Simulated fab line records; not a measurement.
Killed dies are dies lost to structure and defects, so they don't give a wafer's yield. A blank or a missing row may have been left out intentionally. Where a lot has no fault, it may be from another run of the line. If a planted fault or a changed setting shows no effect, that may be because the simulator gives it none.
The tool behind it: which one?    flow gf180mcu    21 wafers from 7 lots sampled at 3 of the route's 602 steps

## WHAT EACH GAUGE READ, for each wafer
GF_V5_THK_MEAS_03.
lot   measured      on             V5_CVD_02_THK (nm)
L223  day 27 09:59  film-metro-02  1422 1455 1439
L225  day 27 23:11  film-metro-04  1460 1480 1468
L228  day 29 08:26  film-metro-02  1477 1460 1427
L231  day 29 23:56  film-metro-01  1505 1492 1491
L235  day 31 05:43  film-metro-01  1454 1478 1502
L237  day 31 14:21  film-metro-02  1415 1431 1443
L240  day 32 06:34  film-metro-04  1449 1469 1449

## WHAT TOOL EACH LOT RAN ON (gives the tool, then ch and the chambers of the sampled wafers, and finally the start)
lot   GF_HV_LDD_STRIP_49                    GF_MIM_SPUTTER_01
L223  plasma-asher-01 ch 0,1, day 13 03:20  pvd-sputter-02, day 25 14:00
L225  plasma-asher-02 ch 0,1, day 13 19:43  pvd-sputter-01, day 26 04:52
L228  plasma-asher-04 ch 0,1, day 15 07:40  pvd-sputter-01, day 27 15:02
L231  plasma-asher-02 ch 0,1, day 15 23:22  pvd-sputter-01, day 28 07:17
L235  plasma-asher-01 ch 0,1, day 17 10:38  pvd-sputter-01, day 29 14:57
L237  plasma-asher-01 ch 0,1, day 18 02:34  pvd-sputter-01, day 30 00:05
L240  plasma-asher-02 ch 0,1, day 19 01:04  pvd-sputter-01, day 30 18:11
- GF_HV_LDD_STRIP_49: strips in O2/N2.
- GF_MIM_SPUTTER_01: material TiN, target thk 30 nm, time 25 s.

## THE ANSWER, worked out from the rows above alone
Rule: the usual values come from the lots themselves. The widest of any qualifying gaps counts: lots, ordered by their means at a reading, are off when they make up no more than a third of the lots, leave a main group of 4 or more, and stand apart from it by 3 or more times the standard deviation of that group's means. If all means in a main group match to the digits the tables above print for the reading, that group is not used. A lot without any number at a reading at which 4 lots or more have one is off too. Where the step has rows for the other lots, those lots are counted as sound.
None of the lots is off at any reading shown; this tells nothing.

## WHAT HAD BEEN PUT IN BY THE SIMULATOR
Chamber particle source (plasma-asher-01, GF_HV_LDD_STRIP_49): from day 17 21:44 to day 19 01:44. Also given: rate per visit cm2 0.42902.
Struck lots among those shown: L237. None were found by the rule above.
